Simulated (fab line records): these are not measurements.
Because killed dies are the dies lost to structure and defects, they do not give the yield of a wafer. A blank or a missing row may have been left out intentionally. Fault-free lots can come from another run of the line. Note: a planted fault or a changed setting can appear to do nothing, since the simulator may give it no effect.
Struck lot and sound lot, side by side / flow sky130 / 14 out of 708 route steps
Sound: these wafers, L207.1, L207.3, L207.6. Wafers struck: L201.1, L201.2, L201.3. At the end, the cause is stated.
At each step with rows: each side's tool, then ch and its chambers, then its first start. Under that, the readings that differ: sound wafers / struck wafers / difference of the means / sigmas: that difference in standard deviations of wafers without a fault.
alike: same words and numbers on both sides, and readings whose means sit less than 2 such deviations apart. not compared: any withheld reading, any reading some wafer has no value for, any bound like >300 that may hide the same value, and any number with overlapping values for which the record gives no deviation.
A row with sigmas, a row that says differs or no value, or rows on one side alone: a step with any of these is where the two part. Non-overlapping numbers with no deviation appear without sigmas and do not part them. Lack of a reading on every wafer of one side parts them only where that side has two or more wafers.

first, 4 steps without rows for these wafers: SKY_VT_ADJUST_PCH_SOFTBAKE_03; SKY_VT_ADJUST_PCH_EXPOSE_04 (exposes mask NWM, target cd 840 nm); SKY_VT_ADJUST_PCH_PEB_05; SKY_VT_ADJUST_PCH_DEVELOP_06 (develop time 60 s).
SKY_VT_ADJUST_PCH_OVL_MEAS_07:
  struck on overlay-01, day 14 16:13; sound on overlay-02, day 16 06:30
  alike: VT_ADJUST_PCH_OVL
then, 1 step without rows for these wafers: SKY_VT_ADJUST_PCH_IMPLANT_08.
SKY_VT_ADJUST_PCH_STRIP_09: strips in O2/N2.
  sound on plasma-asher-01 ch 0,1, day 16 06:41; struck on plasma-asher-02 ch 0,1, day 14 16:25
  alike: drypump-motor-current-A, oes-product-au, strip-time-to-endpoint-s
  not compared: rf-hours-counter-h
SKY_VT_ADJUST_PCH_TW_MEAS_10:
  struck on film-metro-01, day 14 16:31; sound on film-metro-03, day 16 06:47
  alike: VT_ADJUST_PCH_TW
then, 4 steps without rows for these wafers: SKY_SONOS_TUNNEL_DEHYDRATE_00 (time 60 s); SKY_SONOS_TUNNEL_HMDS_01 (prime time 60 s); SKY_SONOS_TUNNEL_COAT_02 (resist thk 1140 nm); SKY_SONOS_TUNNEL_SOFTBAKE_03 (time 60 s).
SKY_SONOS_TUNNEL_EXPOSE_04: exposes mask TUNM, target cd 410 nm.
  sound on iline-stepper-01 ch 0, day 16 21:01; struck on iline-stepper-02, day 15 06:08
  no value came back on the struck wafers for exposure-dose-mJ-cm2, focus-offset-nm (nm), na, stage-vel-mm-s (mm/s); on the sound wafers exposure-dose-mJ-cm2 reads 136.71 136.83 136.52
  alike: mask
then, 1 step without rows for these wafers: SKY_SONOS_TUNNEL_PEB_05.

WHERE THEY PART
Only at SKY_SONOS_TUNNEL_EXPOSE_04, within this record.

WHY: the cause the simulator had injected
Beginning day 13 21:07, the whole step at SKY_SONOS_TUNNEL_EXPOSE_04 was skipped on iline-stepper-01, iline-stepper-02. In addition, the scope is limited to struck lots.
